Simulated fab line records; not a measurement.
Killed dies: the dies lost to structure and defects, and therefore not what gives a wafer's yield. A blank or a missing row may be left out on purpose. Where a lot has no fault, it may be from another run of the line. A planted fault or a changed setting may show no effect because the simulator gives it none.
Which of the tools did it?    flow gf180mcu    14 lots with 42 wafers sampled at 5 steps, on a route of 602 steps

WHAT THE GAUGES SHOWED, per wafer
GF_VT_IMPLANT_RS_MEAS_47: measures by four-point-probe. Usual: NWELL_RS 486.9 ohm/sq, standard deviation 1.2.
lot   measured      on             NWELL_RS (ohm/sq)  flag
L473  day 7 14:45   film_metro-02  488.7 489.5 489.9  
L474  day 7 20:08   film_metro-04  487.9 485.4 487.3  
L475  day 8 06:14   film_metro-01  486.5 486.2 486.6  
L476  day 8 10:59   film_metro-02  488.0 488.9 487.1  
L477  day 8 15:32   film_metro-02  486.5 485.7 486.3  
L478  day 9 00:37   film_metro-02  486.5 486.2 487.1  
L479  day 9 08:34   film_metro-02  488.7 489.3 488.6  
L481  day 9 20:58   film_metro-01  488.2 486.5 486.7  
L482  day 10 07:25  film_metro-02  485.7 486.8 487.8  
L483  day 10 11:02  film_metro-04  487.1 486.5 487.2  
L484  day 10 17:46  film_metro-01  487.0 486.5 486.4  
L485  day 11 04:49  film_metro-02  491.4 491.3 492.1  OFF
L492  day 12 18:35  film_metro-04  494.0 493.8 493.1  OFF
L496  day 14 08:10  film_metro-02  487.6 486.1 486.9  

GF_CONTACT_OVL_MEAS_15. Usual: CONTACT_OVL -3 nm, standard deviation 5.1.
lot   measured      on          CONTACT_OVL (nm)  flag
L473  day 16 12:14  overlay-01  -5 -2 -8          
L474  day 16 15:31  overlay-02  -2 -4 -5          
L475  day 17 08:02  overlay-01  0 4 -3            
L476  day 17 12:10  overlay-02  4 1 -5            
L477  day 17 14:56  overlay-01  -12 -14 -15       
L478  day 18 12:46  overlay-01  -5 -5 -4          
L479  day 18 15:43  overlay-02  -9 -4 2           
L481  day 19 12:53  overlay-02  -8 4 5            
L482  day 19 15:49  overlay-02  4 3 3             
L483  day 19 21:35  overlay-01  0 -2 -4           
L484  day 20 00:50  overlay-02  0 3 -2            
L485  day 20 20:17  overlay-02  2 5 8             
L492  day 22 19:28  overlay-02  -9 -10 -7         
L496  day 24 13:34  overlay-02  0 -5 -8           

WHAT TOOL EACH LOT RAN ON (gives the tool, then ch and the chambers of the sampled wafers, and finally the start)
lot   GF_NWELL_IMPLANT_08             GF_SALICIDE_SPUTTER_03        GF_SALICIDE_RTA_08
L473  implanter-03 ch 0, day 3 07:19  pvd_sputter-04, day 15 13:34  rtp_anneal-01 ch 0, day 15 13:59
L474  implanter-01 ch 0, day 3 12:10  pvd_sputter-02, day 15 16:08  rtp_anneal-02 ch 0, day 15 16:31
L475  implanter-03 ch 0, day 3 19:56  pvd_sputter-01, day 16 08:29  rtp_anneal-02 ch 0, day 16 08:52
L476  implanter-01 ch 0, day 3 23:46  pvd_sputter-04, day 16 11:56  rtp_anneal-01 ch 0, day 16 12:19
L477  implanter-01 ch 0, day 4 04:22  pvd_sputter-01, day 16 14:52  rtp_anneal-01 ch 0, day 16 15:17
L478  implanter-02 ch 0, day 4 11:13  pvd_sputter-04, day 17 11:52  rtp_anneal-02 ch 0, day 17 12:16
L479  implanter-02 ch 0, day 4 15:56  pvd_sputter-01, day 17 15:10  rtp_anneal-02 ch 0, day 17 15:34
L481  implanter-03 ch 0, day 5 03:35  pvd_sputter-02, day 18 11:31  rtp_anneal-01 ch 0, day 18 11:56
L482  implanter-03 ch 0, day 5 11:01  pvd_sputter-01, day 18 14:31  rtp_anneal-02 ch 0, day 18 14:55
L483  implanter-02 ch 0, day 5 14:02  pvd_sputter-04, day 18 19:46  rtp_anneal-02 ch 0, day 18 20:10
L484  implanter-03 ch 0, day 5 20:34  pvd_sputter-02, day 18 23:46  rtp_anneal-01 ch 0, day 19 00:14
L485  implanter-03 ch 0, day 6 05:01  pvd_sputter-01, day 19 18:54  rtp_anneal-02 ch 0, day 19 19:25
L492  implanter-03 ch 0, day 7 15:05  pvd_sputter-02, day 21 19:14  rtp_anneal-01 ch 0, day 21 19:38
L496  implanter-01 ch 0, day 8 15:05  pvd_sputter-01, day 23 14:05  rtp_anneal-01 ch 0, day 23 14:30
- GF_NWELL_IMPLANT_08
- GF_SALICIDE_SPUTTER_03: material TiN, target thk 20 nm, time 16.7 s.
- GF_SALICIDE_RTA_08: time 30 s.

AS READ BY THE TOOLS THEMSELVES (means over the sampled wafers that have a number; for cases with no such wafer, the mark the record gives instead)
GF_SALICIDE_SPUTTER_03. Usual: throttle_valve_pct 30.0 %, standard deviation 1.6.
lot   tool            throttle_valve_pct (%)  flag
L473  pvd_sputter-04  30.5                    
L474  pvd_sputter-02  29.8                    
L475  pvd_sputter-01  28.6                    
L476  pvd_sputter-04  31.4                    
L477  pvd_sputter-01  31.6                    
L478  pvd_sputter-04  30.6                    
L479  pvd_sputter-01  30.2                    
L481  pvd_sputter-02  30.0                    
L482  pvd_sputter-01  29.0                    
L483  pvd_sputter-04  30.7                    
L484  pvd_sputter-02  30.0                    
L485  pvd_sputter-01  28.9                    
L492  pvd_sputter-02  29.9                    
L496  pvd_sputter-01  31.7                    

GF_SALICIDE_RTA_08. Usual: lamp_power_pct 17.1 %, standard deviation 0.42; wafer_temp_C_max 803.2, standard deviation 0.73.
lot   tool           lamp_power_pct (%)  wafer_temp_C_max  flag
L473  rtp_anneal-01  17.5                803.4             
L474  rtp_anneal-02  16.7                802.4             
L475  rtp_anneal-02  16.7                803.4             
L476  rtp_anneal-01  17.5                803.2             
L477  rtp_anneal-01  17.5                804.0             
L478  rtp_anneal-02  16.7                803.3             
L479  rtp_anneal-02  16.7                802.7             
L481  rtp_anneal-01  17.5                803.7             
L482  rtp_anneal-02  16.7                803.5             
L483  rtp_anneal-02  16.7                802.3             
L484  rtp_anneal-01  17.5                803.2             
L485  rtp_anneal-02  16.7                803.1             
L492  rtp_anneal-01  17.5                803.7             
L496  rtp_anneal-01  17.5                803.5             

THE ANSWER, worked out from the rows above alone
Rule: lot off if the mean of its wafers having a number is beyond 3 standard deviations from the usual mean. A lot without any number at a reading at which 4 lots or more have one is off too. All remaining lots with rows at the step are treated as sound. First the gauges in route order, then the tools' own readings, where a lot's mean is used as printed above. At the first step where some lot is off, the reading lying furthest off is the one used; lots without a number count as furthest.
Off: L485, L492, at GF_VT_IMPLANT_RS_MEAS_47 (NWELL_RS).
A tool fits if, at a process step before that reading, it ran every lot that is off, and no sound lot after the first of them. Gauges at GF_VT_IMPLANT_RS_MEAS_47: tried the same way as those tools. One fits: implanter-03 at GF_NWELL_IMPLANT_08. A fault onset in the window from L484 (day 5 20:34, its last sound lot) to L485 (day 6 05:01, its first lot off) fits.

WHAT THE SIMULATOR HAD PUT IN
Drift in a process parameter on implanter-03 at GF_NWELL_IMPLANT_08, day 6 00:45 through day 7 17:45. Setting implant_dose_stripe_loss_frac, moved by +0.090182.
Shown lots that were struck: L485, L492. Same finding as the rule above.
